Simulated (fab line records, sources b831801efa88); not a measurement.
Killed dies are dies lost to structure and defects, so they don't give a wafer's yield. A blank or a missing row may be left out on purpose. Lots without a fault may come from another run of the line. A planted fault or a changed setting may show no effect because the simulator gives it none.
fab line records | flow gf180mcu
record lots=24 wafers=72 last_day=34
route steps=602 shown HV_LDD@184 CONTACT@310 M1@332 V1@336
lots that met no fault: from a run of the same line without faults
start_h: hours from the record's first day to the start of the lot's first wafer shown | wait_h: hours since the lot's step before | " the same as in the row above | L1.1+2: a row that stands for several wafers | - no value, or no start given | * or withheld: withheld | < > ~ a bound
route shown NAME@n: a module of which the file shows steps, and the number in the route of the first | usual: mean/standard deviation of fault-free wafers | same: alike in all rows | chamber/n: place in a boat | sites: the reading at each site | _std_site: their standard deviation | _edge_site: outer sites' mean less inner sites' | radius_mm: how far each site lies from the wafer's centre | mask NAME#n: copy n | behind: the tool/chamber that last shaped the wafer | hold: why the lot was held/for how many hours/how that ended | device: the transistor (n, p or np) that didn't switch | end of line: the same wafers' tests at the end of the route | a step without rows: its recipe alone | killed: dies lost to structure and defects at the first sort, not the wafer's yield | map: a wafer's dies, x killed, . not, _ none there
set.NAME: the setting as run; set.NAME@STEP: as run at that earlier step | model.NAME: the simulator's own value behind a step, which no gauge read
steps of the route over a sample of lots; a table a step, a row a wafer
services: from which hour (start_h, from the record's first day; less than 0 if before it) a tool's chamber was out of use, for how many hours, and why
## steps
# step GF_HV_LDD_OVL_MEAS_08
# usual HV_LDD_OVL=1.0/2
# columns lot.wafer tool chamber start_h wait_h HV_LDD_OVL[nm]
L074.1 overlay-02 - 218.48 0.1 1.5
L074.3 " - " " 1.9
L074.6 " - " " 4.2
L075.1 overlay-02 - 223.31 0.1 -0.4
L075.2 " - " " -1.7
L075.3 " - " " -3.0
L076.2 overlay-01 - 232.11 0.1 3.3
L076.5 " - " " 1.9
L076.6 " - " " 2.2
L077.1 overlay-01 - 237.31 0.1 1.8
L077.4 " - " " 0.0
L077.6 " - " " -0.2
L078.2 overlay-01 - 248.18 0.1 3.9
L078.3 " - " " 3.9
L078.4 " - " " 1.1
L079.3 overlay-01 - 254.74 0.1 0.2
L079.4 " - " " 0.5
L079.5 " - " " 0.5
L080.2 overlay-02 - 260.34 0.1 5.9
L080.3 " - " " 2.7
L080.6 " - " " 3.4
L081.4 overlay-01 - 263.65 0.1 3.1
L081.5 " - " " 2.4
L081.6 " - " " 2.5
L082.1 overlay-02 - 272.33 0.1 -2.3
L082.4 " - " " -2.3
L082.6 " - " " 0.1
L083.4 overlay-01 - 289.24 0.1 -0.3
L083.5 " - " " -0.9
L083.6 " - " " -0.6
L084.2 overlay-01 - 297.94 0.1 0.1
L084.3 " - " " -0.3
L084.4 " - " " 0.3
L085.3 overlay-01 - 301.75 0.1 0.6
L085.4 " - " " -0.1
L085.5 " - " " 0.1
L086.1 overlay-01 - 318.12 0.1 -1.9
L086.4 " - " " -0.2
L086.5 " - " " 1.0
L087.1 overlay-02 - 333.94 0.1 0.2
L087.3 " - " " 0.8
L087.4 " - " " 2.8
L089.1 overlay-01 - 334.12 0.1 0.9
L089.4 " - " " 0.3
L089.6 " - " " 0.7
L088.4 overlay-02 - 334.44 0.1 2.1
L088.5 " - " " 4.4
L088.6 " - " " 3.0
L090.3 overlay-01 - 344.82 0.1 1.4
L090.4 " - " " 4.3
L090.6 " - " " 3.0
L091.1 overlay-01 - 347.87 0.1 0.6
L091.2 " - " " 0.7
L091.6 " - " " -1.5
L092.2 overlay-01 - 355.08 0.1 -3.6
L092.4 " - " " -4.4
L092.6 " - " " -1.8
L093.4 overlay-02 - 361.47 0.1 -2.9
L093.5 " - " " -1.2
L093.6 " - " " -2.0
L094.1 overlay-01 - 364.26 0.1 0.4
L094.5 " - " " 2.3
L094.6 " - " " 2.8
L095.1 overlay-01 - 373.98 0.1 2.4
L095.2 " - " " 4.8
L095.3 " - " " 2.5
L096.1 overlay-01 - 380.82 0.1 0.6
L096.3 " - " " 1.0
L096.6 " - " " 0.6
L097.1 overlay-01 - 392.07 0.1 3.4
L097.2 " - " " 4.2
L097.3 " - " " 0.7
# step GF_HV_LDD_RS_MEAS_53
# recipe thk_meas_gauge=four-point-probe
# usual HV_LDD_RS=418.6/1.1
# columns lot.wafer tool chamber start_h wait_h HV_LDD_RS[ohm/sq]
L074.1 film_metro-01 - 276.99 0.1 419.6
L074.3 " - " " 418.3
L074.6 " - " " 418.6
L075.1 film_metro-02 - 282.08 0.1 420.1
L075.2 " - " " 419.3
L075.3 " - " " 420.6
L076.2 film_metro-02 - 291.71 0.1 420.5
L076.5 " - " " 419.9
L076.6 " - " " 420.2
L077.1 film_metro-01 - 297.39 0.1 418.5
L077.4 " - " " 417.4
L077.6 " - " " 417.7
L078.2 film_metro-02 - 308.11 0.1 418.4
L078.3 " - " " 418.3
L078.4 " - " " 417.0
L079.3 film_metro-04 - 317.21 0.1 416.5
L079.4 " - " " 417.9
L079.5 " - " " 418.3
L080.2 film_metro-01 - 321.11 0.1 419.2
L080.3 " - " " 419.5
L080.6 " - " " 419.7
L081.4 film_metro-01 - 326.54 0.1 418.7
L081.5 " - " " 420.4
L081.6 " - " " 418.2
L082.1 film_metro-02 - 334.37 0.1 416.9
L082.4 " - " " 417.7
L082.6 " - " " 417.8
L083.4 film_metro-04 - 352.85 0.1 419.4
L083.5 " - " " 418.6
L083.6 " - " " 419.1
L084.2 film_metro-02 - 363.56 0.1 418.8
L084.3 " - " " 418.2
L084.4 " - " " 419.4
L085.3 film_metro-01 - 366.91 0.1 418.1
L085.4 " - " " 417.4
L085.5 " - " " 418.3
L086.1 film_metro-01 - 384.92 0.1 416.4
L086.4 " - " " 417.6
L086.5 " - " " 417.7
L087.1 film_metro-02 - 402.27 0.1 417.6
L087.3 " - " " 418.1
L087.4 " - " " 417.3
L089.1 film_metro-01 - 403.00 0.1 419.5
L089.4 " - " " 419.0
L089.6 " - " " 417.7
L088.4 film_metro-04 - 403.89 0.1 418.7
L088.5 " - " " 417.2
L088.6 " - " " 419.1
L090.3 film_metro-02 - 414.77 0.1 419.1
L090.4 " - " " 420.6
L090.6 " - " " 418.8
L091.1 film_metro-02 - 418.53 0.1 417.1
L091.2 " - " " 418.3
L091.6 " - " " 417.8
L092.2 film_metro-04 - 425.35 0.1 420.1
L092.4 " - " " 420.3
L092.6 " - " " 420.7
L093.4 film_metro-04 - 432.90 0.1 418.4
L093.5 " - " " 418.7
L093.6 " - " " 417.7
L094.1 film_metro-04 - 436.09 0.1 419.0
L094.5 " - " " 418.5
L094.6 " - " " 418.9
L095.1 film_metro-02 - 446.93 0.1 419.3
L095.2 " - " " 420.3
L095.3 " - " " 419.5
L096.1 film_metro-01 - 454.82 0.1 419.3
L096.3 " - " " 418.3
L096.6 " - " " 418.3
L097.1 film_metro-02 - 467.23 0.1 418.4
L097.2 " - " " 419.4
L097.3 " - " " 418.7
# step GF_CONTACT_SPUTTER_23
# recipe material=TiN target_thk_nm=10 chamber_pressure_pa=5 power_w=4000 time_s=40
# usual throttle_valve_pct=30.7/1.2
# columns lot.wafer tool chamber start_h wait_h throttle_valve_pct
L074.1 pvd_sputter-03 - 366.89 0.0 32.0
L074.3 " - " " 31.4
L074.6 " - " " 31.7
L075.1 pvd_sputter-01 - 372.52 0.0 31.0
L075.2 " - " " 30.6
L075.3 " - " " 29.8
L076.2 pvd_sputter-03 - 384.24 0.0 29.7
L076.5 " - " " 31.8
L076.6 " - " " 31.4
L077.1 pvd_sputter-03 - 388.89 0.0 32.2
L077.4 " - " " 31.3
L077.6 " - " " 29.4
L078.2 pvd_sputter-03 - 402.36 0.0 32.3
L078.3 " - " " 31.7
L078.4 " - " " 29.5
L079.3 pvd_sputter-01 - 413.18 0.0 30.8
L079.4 " - " " 29.7
L079.5 " - " " 30.2
L080.2 pvd_sputter-03 - 417.94 0.0 31.6
L080.3 " - " " 29.8
L080.6 " - " " 29.9
L081.4 pvd_sputter-04 - 423.93 0.0 30.8
L081.5 " - " " 27.4
L081.6 " - " " 31.2
L082.1 pvd_sputter-03 - 432.13 0.0 31.7
L082.4 " - " " 32.1
L082.6 " - " " 31.6
L083.4 pvd_sputter-01 - 451.98 0.0 31.0
L083.5 " - " " 30.7
L083.6 " - " " 29.8
L084.2 pvd_sputter-03 - 463.26 0.0 32.1
L084.3 " - " " 31.9
L084.4 " - " " 31.5
L085.3 pvd_sputter-03 - 468.63 0.0 29.5
L085.4 " - " " 31.4
L085.5 " - " " 31.4
L086.1 pvd_sputter-04 - 486.73 0.0 31.0
L086.4 " - " " 30.2
L086.5 " - " " 28.6
L087.1 pvd_sputter-03 - 504.13 0.0 31.7
L087.3 " - " " 32.0
L087.4 " - " " 31.8
L089.1 pvd_sputter-04 - 506.78 0.0 27.9
L089.4 " - " " 30.4
L089.6 " - " " 27.8
L088.4 pvd_sputter-03 - 507.26 0.0 31.7
L088.5 " - " " 31.4
L088.6 " - " " 31.6
L090.3 pvd_sputter-03 - 518.12 0.0 31.5
L090.4 " - " " 31.8
L090.6 " - " " 30.2
L091.1 pvd_sputter-03 - 521.02 0.0 31.5
L091.2 " - " " 32.3
L091.6 " - " " 31.7
L092.2 pvd_sputter-04 - 526.60 0.0 30.2
L092.4 " - " " 28.7
L092.6 " - " " 31.2
L093.4 pvd_sputter-03 - 533.82 0.0 31.6
L093.5 " - " " 30.0
L093.6 " - " " 31.7
L094.1 pvd_sputter-04 - 542.19 0.0 30.8
L094.5 " - " " 27.9
L094.6 " - " " 28.7
L095.1 pvd_sputter-04 - 547.47 0.0 31.4
L095.2 " - " " 30.4
L095.3 " - " " 28.9
L096.1 pvd_sputter-03 - 554.05 0.0 31.5
L096.3 " - " " 30.1
L096.6 " - " " 32.0
L097.1 pvd_sputter-03 - 566.86 0.0 31.7
L097.2 " - " " 31.6
L097.3 " - " " 31.9
# step GF_M1_STRIP_17
# recipe chemistry=O2/N2 power_w=1400 pressure_mtorr=1500 platen_temp_c=250 o2_flow_sccm=3000 n2_flow_sccm=300 overash_fraction=0.5
# usual drypump_motor_current_A=5.8/0.44 heater_power_w=331/31 o2_flow_sccm=3000/9.5 oes_product_au=0.540/0.0048 strip_time_to_endpoint_s=7.45/0.053
# columns lot.wafer tool chamber start_h wait_h drypump_motor_current_A heater_power_w o2_flow_sccm oes_product_au rf_hours_counter_h strip_time_to_endpoint_s
L074.1 plasma_asher-04 1 390.92 0.1 5.3 298 3009 0.545 75 7.50
L074.3 " 1 " " 5.3 303 3007 0.544 - 7.48
L074.6 " 0 " " 5.2 308 2991 0.537 - 7.50
L075.1 plasma_asher-01 0 396.77 0.1 5.6 395 2992 0.547 76 7.46
L075.2 " 1 " " 5.5 309 3001 0.531 76 7.39
L075.3 " 0 " " 5.7 392 3013 0.545 - 7.47
L076.2 plasma_asher-02 0 408.57 0.1 6.3 311 2986 0.546 30 7.45
L076.5 " 0 " " 6.3 306 2993 0.536 - 7.44
L076.6 " 1 " " 6.4 364 2996 0.533 - 7.47
L077.1 plasma_asher-02 0 413.77 0.1 6.2 313 2989 0.538 31 7.51
L077.4 " 1 " " 6.4 360 3007 0.546 - 7.57
L077.6 " 0 " " 6.3 309 3004 0.549 - 7.54
L078.2 plasma_asher-02 0 427.19 0.1 6.2 303 3000 0.536 32 7.42
L078.3 " 0 " " 6.3 310 3000 0.543 - 7.43
L078.4 " 1 " " 6.4 350 3024 0.530 - 7.37
L079.3 plasma_asher-02 1 438.39 0.1 6.4 360 3002 0.538 - 7.47
L079.4 " 0 " " 6.3 299 3001 0.536 - 7.42
L079.5 " 1 " " 6.4 355 2998 0.543 - 7.43
L080.2 plasma_asher-02 0 443.37 0.1 6.3 307 2995 0.539 34 7.47
L080.3 " 0 " " 6.3 315 2993 0.544 - 7.44
L080.6 " 0 " " 6.3 309 3004 0.543 - 7.43
L081.4 plasma_asher-01 1 449.44 0.1 5.5 329 2997 0.531 - 7.43
L081.5 " 1 " " 5.5 314 2999 0.542 - 7.46
L081.6 " 0 " " 5.7 387 2997 0.540 - 7.44
L082.1 plasma_asher-02 0 457.46 0.1 6.3 307 2993 0.534 35 7.26
L082.4 " 0 " " 6.3 312 3008 0.538 - 7.33
L082.6 " 1 " " 6.4 361 3007 0.534 - 7.33
L083.4 plasma_asher-02 0 477.44 0.1 6.3 308 3001 0.541 - 7.51
L083.5 " 0 " " 6.3 304 3008 0.543 - 7.46
L083.6 " 1 " " 6.4 359 2988 0.536 - 7.44
L084.2 plasma_asher-04 0 488.59 0.1 5.2 309 3005 0.540 85 7.45
L084.3 " 1 " " 5.4 304 3030 0.533 - 7.33
L084.4 " 0 " " 5.2 303 2991 0.539 - 7.47
L085.3 plasma_asher-04 1 493.85 0.1 5.4 312 2996 0.539 - 7.42
L085.4 " 0 " " 5.2 304 3009 0.536 - 7.47
L085.5 " 0 " " 5.2 311 3009 0.541 - 7.48
L086.1 plasma_asher-04 0 511.19 0.1 5.2 302 3004 0.543 88 7.55
L086.4 " 0 " " 5.2 307 3015 0.548 - 7.52
L086.5 " 1 " " 5.4 301 2992 0.541 - 7.44
L087.1 plasma_asher-01 0 528.64 0.2 5.7 379 2983 0.542 11 7.46
L087.3 " 1 " " 5.5 319 2995 0.543 - 7.51
L087.4 " 0 " " 5.7 395 2997 0.538 - 7.48
L089.1 plasma_asher-04 1 531.49 0.2 5.3 310 3001 0.543 90 7.46
L089.4 " 1 " " 5.4 297 3002 0.541 - 7.44
L089.6 " 0 " " 5.2 299 2996 0.533 - 7.48
L088.4 plasma_asher-01 1 531.57 0.1 5.5 317 3000 0.538 - 7.49
L088.5 " 1 " " 5.5 325 2998 0.546 - 7.47
L088.6 " 0 " " 5.6 392 2991 0.544 - 7.46
L090.3 plasma_asher-04 0 542.25 0.1 5.2 305 2987 0.543 - 7.38
L090.4 " 1 " " 5.3 306 3014 0.543 - 7.45
L090.6 " 0 " " 5.2 310 2993 0.535 - 7.46
L091.1 plasma_asher-01 1 544.84 0.1 5.5 323 2979 0.540 13 7.47
L091.2 " 0 " " 5.7 378 3015 0.533 13 7.34
L091.6 " 0 " " 5.7 385 3021 0.548 - 7.46
L092.2 plasma_asher-04 1 550.56 0.1 5.4 304 3007 0.543 93 7.42
L092.4 " 0 " " 5.2 313 2997 0.537 - 7.52
L092.6 " 1 " " 5.4 304 3015 0.537 - 7.45
L093.4 plasma_asher-01 0 558.05 0.1 5.7 391 2998 0.538 - 7.39
L093.5 " 1 " " 5.5 325 3008 0.541 - 7.45
L093.6 " 0 " " 5.7 390 2994 0.534 - 7.47
L094.1 plasma_asher-02 0 565.82 0.1 6.3 310 2995 0.541 46 7.48
L094.5 " 1 " " 6.4 353 3003 0.537 - 7.43
L094.6 " 0 " " 6.3 302 3008 0.534 - 7.39
L095.1 plasma_asher-01 0 570.54 0.1 5.7 377 3015 0.532 16 7.42
L095.2 " 1 " " 5.5 320 2993 0.541 16 7.42
L095.3 " 0 " " 5.7 397 3012 0.543 - 7.46
L096.1 plasma_asher-02 1 578.22 0.1 6.4 352 2997 0.536 47 7.40
L096.3 " 1 " " 6.4 348 3014 0.535 - 7.46
L096.6 " 0 " " 6.3 312 2992 0.537 - 7.40
L097.1 plasma_asher-01 1 589.56 0.1 5.5 321 2989 0.548 19 7.48
L097.2 " 0 " " 5.7 378 3004 0.541 19 7.51
L097.3 " 0 " " 5.7 383 3002 0.542 - 7.48
# step GF_V1_THK_MEAS_01
# recipe reads=SiO2_of_V1_CVD_00
# usual V1_CVD_00_THK=603/5.9
# columns lot.wafer tool chamber start_h wait_h V1_CVD_00_THK[nm]
L074.1 film_metro-03 - 391.53 0.0 604
L074.3 " - " " 604
L074.6 " - " " 610
L075.1 film_metro-02 - 397.38 0.0 593
L075.2 " - " " 600
L075.3 " - " " 592
L076.2 film_metro-01 - 409.19 0.0 599
L076.5 " - " " 608
L076.6 " - " " 600
L077.1 film_metro-03 - 414.38 0.0 607
L077.4 " - " " 610
L077.6 " - " " 608
L078.2 film_metro-01 - 427.82 0.0 605
L078.3 " - " " 611
L078.4 " - " " 602
L079.3 film_metro-02 - 438.98 0.1 604
L079.4 " - " " 599
L079.5 " - " " 596
L080.2 film_metro-03 - 443.99 0.0 599
L080.3 " - " " 610
L080.6 " - " " 604
L081.4 film_metro-02 - 450.04 0.0 583
L081.5 " - " " 599
L081.6 " - " " 604
L082.1 film_metro-03 - 458.11 0.1 597
L082.4 " - " " 601
L082.6 " - " " 598
L083.4 film_metro-03 - 478.14 0.1 597
L083.5 " - " " 595
L083.6 " - " " 597
L084.2 film_metro-02 - 489.27 0.0 602
L084.3 " - " " 605
L084.4 " - " " 601
L085.3 film_metro-02 - 494.44 0.1 604
L085.4 " - " " 604
L085.5 " - " " 596
L086.1 film_metro-03 - 511.80 0.0 604
L086.4 " - " " 614
L086.5 " - " " 609
L087.1 film_metro-01 - 529.27 0.0 605
L087.3 " - " " 609
L087.4 " - " " 614
L089.1 film_metro-02 - 532.09 0.0 607
L089.4 " - " " 606
L089.6 " - " " 602
L088.4 film_metro-03 - 532.21 0.0 600
L088.5 " - " " 595
L088.6 " - " " 605
L090.3 film_metro-01 - 542.85 0.1 589
L090.4 " - " " 601
L090.6 " - " " 595
L091.1 film_metro-01 - 545.45 0.0 602
L091.2 " - " " 607
L091.6 " - " " 618
L092.2 film_metro-03 - 551.51 0.0 605
L092.4 " - " " 601
L092.6 " - " " 600
L093.4 film_metro-02 - 558.65 0.0 612
L093.5 " - " " 612
L093.6 " - " " 605
L094.1 film_metro-02 - 566.84 0.0 606
L094.5 " - " " 600
L094.6 " - " " 607
L095.1 film_metro-03 - 571.15 0.0 600
L095.2 " - " " 598
L095.3 " - " " 598
L096.1 film_metro-01 - 578.85 0.0 605
L096.3 " - " " 610
L096.6 " - " " 605
L097.1 film_metro-01 - 590.16 0.0 586
L097.2 " - " " 599
L097.3 " - " " 595
# step GF_V1_CMP_26
# recipe stop_on=SiO2 down_force_psi=3.5 platen_rpm=60 t_overpolish_s=15 target_thk_nm=0 pad_velocity_m_s=0.94248
# usual motor_current_A=11.2/1.9 overpolish_run_s=15.000/0.0093 slurry_filter_dp_kPa=13.52/0.15 time_to_endpoint_s=88/4.3
# columns lot.wafer tool chamber start_h wait_h motor_current_A overpolish_run_s slurry_filter_dp_kPa time_to_endpoint_s
L074.3 cmp-02 0 417.11 0.0 14.4 15.017 13.42 86
L074.1 " 2 " " 10.4 15.001 13.28 89
L074.6 " 1 " " 13.7 15.009 13.34 90
L075.1 cmp-02 1 423.04 0.1 13.6 15.009 13.80 90
L075.3 " 3 " " 9.5 15.000 13.34 78
L075.2 " 0 " " 14.0 14.988 13.46 79
L076.2 cmp-01 3 435.08 0.0 9.3 14.999 13.59 87
L076.5 " 3 " " 9.2 15.004 13.57 88
L076.6 " 0 " " 12.3 15.006 13.44 90
L077.1 cmp-01 1 440.27 0.1 11.9 14.988 13.51 88
L077.4 " 2 " " 9.1 14.982 13.62 88
L077.6 " 1 " " 11.6 15.009 13.40 90
L078.3 cmp-02 2 454.49 0.0 10.5 15.024 13.66 92
L078.4 " 3 " " 9.2 15.001 13.71 83
L078.2 " 0 " " 14.4 14.989 13.62 84
L079.3 cmp-02 3 465.55 0.1 9.4 14.982 13.43 85
L079.4 " 0 " " 14.8 15.002 13.59 84
L079.5 " 2 " " 10.8 14.985 13.84 90
L080.3 cmp-01 0 470.07 0.1 12.2 14.988 13.43 87
L080.2 " 2 " " 8.8 15.008 13.48 86
L080.6 " 3 " " 9.7 14.997 13.30 84
L081.4 cmp-02 1 476.26 0.2 13.2 15.009 13.51 89
L081.5 " 2 " " 10.6 15.008 13.52 89
L081.6 " 3 " " 9.4 14.993 13.52 85
L082.4 cmp-02 0 483.85 0.0 14.6 15.002 13.44 83
L082.1 " 2 " " 11.1 15.012 13.51 88
L082.6 " 1 " " 13.2 14.999 13.48 89
L083.4 cmp-01 3 503.38 0.2 9.0 14.993 13.47 85
L083.5 " 0 " " 12.5 14.989 13.57 86
L083.6 " 1 " " 12.2 15.011 13.50 86
L084.4 cmp-02 1 514.63 0.0 13.6 14.992 13.62 88
L084.3 " 2 " " 11.1 15.004 13.24 87
L084.2 " 0 " " 15.0 15.007 13.46 86
L085.3 cmp-01 0 519.88 0.0 12.3 14.989 13.70 93
L085.4 " 2 " " 9.2 14.998 13.57 87
L085.5 " 1 " " 11.7 14.995 13.71 91
L086.4 cmp-02 0 536.29 0.1 14.8 14.994 13.73 79
L086.1 " 1 " " 12.8 15.001 13.59 83
L086.5 " 2 " " 10.1 15.005 13.38 85
L087.4 cmp-01 1 556.03 1.5 11.3 15.011 13.41 93
L087.3 " 3 " " 9.6 15.022 13.46 89
L087.1 " 0 " " 12.8 15.003 13.40 96
L089.4 cmp-01 1 556.73 0.6 11.9 14.989 13.29 91
L089.1 " 2 " " 9.5 15.010 13.44 92
L089.6 " 3 " " 9.5 14.992 13.38 92
L088.4 cmp-01 1 557.08 0.8 11.5 15.008 13.70 90
L088.5 " 2 " " 9.6 14.997 13.52 91
L088.6 " 3 " " 9.0 15.005 13.46 92
L090.4 cmp-01 1 566.77 0.1 11.7 14.986 13.47 89
L090.3 " 2 " " 9.1 15.002 13.49 93
L090.6 " 1 " " 11.9 14.989 13.63 91
L091.1 cmp-01 2 570.31 0.1 8.7 14.997 13.59 88
L091.2 " 1 " " 11.7 14.997 13.43 84
L091.6 " 2 " " 9.1 15.000 13.47 90
L092.2 cmp-01 0 575.94 0.1 12.6 14.996 13.56 90
L092.4 " 1 " " 11.9 14.996 13.82 92
L092.6 " 2 " " 8.8 15.001 13.53 91
L093.4 cmp-02 3 582.48 0.1 9.4 15.007 13.45 80
L093.6 " 1 " " 13.5 15.005 13.39 84
L093.5 " 2 " " 10.5 14.989 13.70 84
L094.1 cmp-02 2 590.47 0.2 10.2 15.014 13.68 86
L094.5 " 3 " " 9.5 15.010 13.25 74
L094.6 " 0 " " 15.3 15.002 13.65 75
L095.1 cmp-01 0 594.52 0.1 12.0 15.012 13.85 90
L095.3 " 1 " " 11.5 15.006 13.49 90
L095.2 " 2 " " 8.8 15.002 13.49 93
L096.1 cmp-01 0 601.52 0.1 12.7 14.992 13.55 93
L096.3 " 2 " " 8.6 14.990 13.38 93
L096.6 " 1 " " 11.7 15.000 13.53 94
L097.3 cmp-02 3 613.76 0.5 9.2 15.002 13.28 81
L097.2 " 0 " " 14.2 15.008 13.51 89
L097.1 " 1 " " 13.7 15.004 13.54 88
## services
# columns tool chamber start_h hours kind
cmp-02 - 354.07 10.0 repair
cmp-02 - 355.45 0.8 repair
cmp-02 - 364.07 4.6 pm
plasma_asher-02 - 383.30 2.8 pm
cmp-01 - 383.81 1.2 repair
plasma_asher-04 - 391.33 0.7 repair
cmp-01 - 404.09 4.0 pm
cmp-01 - 410.73 1.0 repair
pvd_sputter-03 - 420.53 11.4 repair
plasma_asher-01 - 421.25 9.0 pm
cmp-01 - 448.59 1.0 repair
plasma_asher-02 - 451.00 2.2 repair
plasma_asher-02 - 484.69 14.6 pm
cmp-02 - 503.06 2.1 repair
cmp-02 - 506.45 0.8 repair
plasma_asher-01 - 510.28 2.5 repair
plasma_asher-02 - 537.68 2.3 repair
cmp-02 - 540.64 3.2 repair
cmp-02 - 542.60 0.5 repair
cmp-01 - 547.25 0.5 repair
cmp-02 - 551.10 6.3 pm
cmp-01 - 554.29 1.4 repair
cmp-02 - 572.11 4.0 pm
cmp-01 - 608.13 10.2 pm
## key
fault none
